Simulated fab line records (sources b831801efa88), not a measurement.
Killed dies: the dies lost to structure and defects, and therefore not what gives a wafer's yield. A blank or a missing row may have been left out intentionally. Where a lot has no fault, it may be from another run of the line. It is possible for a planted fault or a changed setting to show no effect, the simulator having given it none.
The same fault as seen by 2 desks :: flow sfq-line :: each desk has only its own numbers; what lay behind them comes last

== METROLOGY DESK ==
Lot by lot, what the gauges showed, no matter which tool ran the lot: averages of those sampled wafers that carry a number. Any lot whose mean is over 4 standard deviations away from the usual mean is out of limits and marked OUT; that distance is given in the brackets.
Columns: A = M4_OVL at SFQ_M4_OVL_MEAS_926, usual 2 nm; B = I4_BOW at SFQ_I4_BOW_MEAS_927, usual 6 um; C = I4_OVL at SFQ_I4_OVL_MEAS_928, usual 3 nm
lot: L368
first seen here: day 53 19:24
A: 8
B: 18
C: -1

lot: L369
first seen here: day 53 20:37
A: 8
B: 2
C: 14

lot: L371
first seen here: day 54 15:56
A: -1
B: 2
C: -2

lot: L378
first seen here: day 56 09:56
A: 3
B: 10
C: 1

lot: L379
first seen here: day 56 14:43
A: 5
B: -6
C: 7

lot: L385
first seen here: day 61 14:40
A: 6
B: 18
C: -2

lot: L386
first seen here: day 61 23:05
A: 5
B: 12
C: -6
This desk's finding: nothing out of limits on any of the 7 lots.

== AT THE TOOL OWNER'S DESK: krf-scanner-01 ==
The tool's own readings at SFQ_TRILAYER_I4_VIA_LITHO_EXPOSE_104 (exposes mask I4, target cd 700 nm): means of the sampled wafers that have a number, for each lot that ran on this tool. Any lot whose mean is over 4 standard deviations away from the usual mean is out of limits and marked OUT; that distance is given in the brackets.
Columns: A = exposure-dose-mJ-cm2 at SFQ_TRILAYER_I4_VIA_LITHO_EXPOSE_104, usual 21.300; B = reticle-temp-C at SFQ_TRILAYER_I4_VIA_LITHO_EXPOSE_104, usual 23.00 C
lot: L368
first seen here: day 59 13:11
A: 21.287
B: 22.81

lot: L369
first seen here: day 59 14:47
A: 21.283
B: 23.14

lot: L371
first seen here: day 60 00:11
A: 20.603 (-37) OUT
B: 23.12

lot: L378
first seen here: day 62 01:30
A: 20.588 (-37) OUT
B: 22.94

lot: L379
first seen here: day 62 03:42
A: 20.596 (-37) OUT
B: 22.89
This desk finds L371, L378, L379 out of limits, L371 being first, at day 60 00:11 (exposure-dose-mJ-cm2 at SFQ_TRILAYER_I4_VIA_LITHO_EXPOSE_104). L368, L369 stayed within limits.

== BROUGHT TOGETHER ==
On L371, L378, L379, at day 60 00:11, an alarm was possible from the tool owner's desk.
Nothing out of limits was seen by the metrology desk.
The metrology desk has L371, L378, L379 on record, within its limits.
All the named lots went through SFQ_TRILAYER_I4_VIA_LITHO_EXPOSE_104 on krf-scanner-01.

== WHAT THE SIMULATOR PUT IN ==
Process parameters drifting: krf-scanner-01 at SFQ_TRILAYER_I4_VIA_LITHO_EXPOSE_104, beginning at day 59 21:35. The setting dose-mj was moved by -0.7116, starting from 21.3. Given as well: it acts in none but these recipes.
Struck lots among those shown: L371, L378, L379.
Time in hours from fault onset to the first out-of-limits reading at each desk: the tool owner's desk, 3.
